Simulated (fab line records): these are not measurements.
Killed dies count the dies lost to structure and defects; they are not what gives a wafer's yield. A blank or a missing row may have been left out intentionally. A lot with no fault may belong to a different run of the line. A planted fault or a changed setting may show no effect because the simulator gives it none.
A struck lot beside a sound one | flow gf180mcu | 15 out of 602 route steps
Sound: these wafers, L683.1, L683.2, L683.5. Struck: wafer L693.4; the same lot's L693.1 was not struck, so it is left out; see the end for the cause.
At each step with rows: each side's tool, then ch and its chambers, then its first start. Under that, the readings that differ: sound wafers | struck wafers | difference of the means | sigmas: that difference in standard deviations of wafers without a fault.
alike: a reading whose means differ by less than 2 such deviations, as well as words and numbers matching on both sides. not compared: withheld readings; readings where some wafer has no value; bounds like >300 that might hide an equal value; numbers whose values overlap and for which the record gives no deviation.
The two part at a step that has a row with sigmas, a row that says differs or no value, or rows on one side only. When numbers do not overlap yet have no deviation, they are printed without sigmas and do not part them. Lack of a reading on every wafer of one side parts them only where that side has two or more wafers.

GF_POLY_GATE_THK_MEAS_01:
  struck on film-metro-02, day 12 21:02; sound on film-metro-01, day 10 01:17
  alike: POLY_GATE_CVD_00_THK
then, 8 steps without rows for these wafers: GF_POLY_GATE_DEHYDRATE_02 (time 60 s); GF_POLY_GATE_HMDS_03 (prime time 60 s); GF_POLY_GATE_COAT_04; GF_POLY_GATE_COAT_05 (resist thk 700 nm); GF_POLY_GATE_SOFTBAKE_06 (time 60 s); GF_POLY_GATE_EXPOSE_07 (exposes mask Poly2, target cd 280 nm); GF_POLY_GATE_PEB_08 (peb time 90 s); GF_POLY_GATE_DEVELOP_09 (develop time 60 s).
GF_POLY_GATE_CD_MEAS_10: the cd target is 280 nm.
  struck on cd-sem-02, day 13 16:50; sound on cd-sem-02, day 10 19:11
  alike: cd-nm
GF_POLY_GATE_OVL_MEAS_11:
  struck on overlay-01, day 13 16:57; sound on overlay-01, day 10 19:18
  alike: POLY_GATE_OVL
GF_POLY_GATE_ETCH_12: etches BARC in N2/H2.
  sound on rie-diel-02 ch 0,2,3, day 10 19:20; struck on rie-diel-02 ch 0, day 13 16:59
  alike: drypump-motor-current-A, oes-product-au, throttle-valve-pct
GF_POLY_GATE_ETCH_13: etches poly-Si in HBr/Cl2, stops on SiO2, target depth 198.5 nm, time 69.6 s.
  sound on rie-si-02 ch 0,1,3, day 10 19:23; struck on rie-si-02 ch 3, day 13 17:02
  reading                               | sound             | struck | difference | sigmas
  oes-product-au (a.u.)                 | 1.009 0.987 0.979 | 0.797  | -0.195     | -20
  model.POLY_GATE.feature-depth-nm (nm) | 201.4 198.3 193.6 | 142.8  | -55.0      |
  model.etch.depth-nm (nm)              | 201.4 198.3 193.6 | 142.8  | -55.0      |
  alike: drypump-motor-current-A, throttle-valve-pct
  not compared: rf-hours-counter-h
GF_POLY_GATE_STRIP_14: strips in O2/N2.
  sound on plasma-asher-03 ch 0,1, day 10 19:26; struck on plasma-asher-03 ch 0, day 13 17:05
  alike: drypump-motor-current-A, heater-power-w, oes-product-au
  not compared: rf-hours-counter-h
-- record jumps: 19 days separate the struck wafers' starts on either side; left off in module POLY_GATE, taken up again in module PASSIVATION, whose first shown step is the route's number 602 --
GF_PASSIVATION_PROBE_99:
  the record has rows for the struck wafers here (prober-01, day 33 04:59) and none for the sound ones

== WHERE THEY PART ==
At GF_POLY_GATE_ETCH_13 first; at GF_PASSIVATION_PROBE_99 last (within this record only).

WHY: the cause the simulator had injected
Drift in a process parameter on rie-si-02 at GF_POLY_GATE_ETCH_13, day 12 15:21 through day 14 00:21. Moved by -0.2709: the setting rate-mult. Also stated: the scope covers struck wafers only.
